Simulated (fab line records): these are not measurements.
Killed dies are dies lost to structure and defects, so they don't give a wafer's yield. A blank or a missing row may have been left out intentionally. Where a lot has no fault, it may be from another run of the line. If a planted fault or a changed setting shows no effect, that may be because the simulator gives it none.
Which tool was responsible? | flow sky130 | route of 708 steps, sampled at 1 step: 6 lots, 18 wafers

== WHAT EACH GAUGE READ, for each wafer ==
SKY_LI_CONTACT_BOW_MEAS_03.
lot  | measured     | on            | LI_CONTACT_BOW (um)
L785 | day 29 01:44 | film metro-03 | 62 64 57
L790 | day 31 07:40 | film metro-03 | 60 51 58
L792 | day 31 10:22 | film metro-01 | 61 55 58
L795 | day 32 08:00 | film metro-01 | 62 56 63
L798 | day 33 05:11 | film metro-02 | 65 51 47
L804 | day 35 07:07 | film metro-02 | 54 56 59

== TOOL THAT RAN EACH LOT (tool first, then ch and the chambers of the sampled wafers, then the start) ==
The record holds no process step before these readings.

== THE ANSWER, worked out from the rows above alone ==
Rule: the lots themselves supply what counts as usual. The widest of any qualifying gaps counts: lots, ordered by their means at a reading, are off when they make up no more than a third of the lots, leave a main group of 4 or more, and stand apart from it by 3 or more times the standard deviation of that group's means. If all means in a main group match to the digits the tables above print for the reading, that group is not used. Also off: a lot with no number at a reading for which 4 or more lots have one. The other lots that the step has rows for count as sound.
Across all readings shown, no lot is off: no conclusion can be drawn from this.

== WHAT WAS PUT IN BY THE SIMULATOR ==
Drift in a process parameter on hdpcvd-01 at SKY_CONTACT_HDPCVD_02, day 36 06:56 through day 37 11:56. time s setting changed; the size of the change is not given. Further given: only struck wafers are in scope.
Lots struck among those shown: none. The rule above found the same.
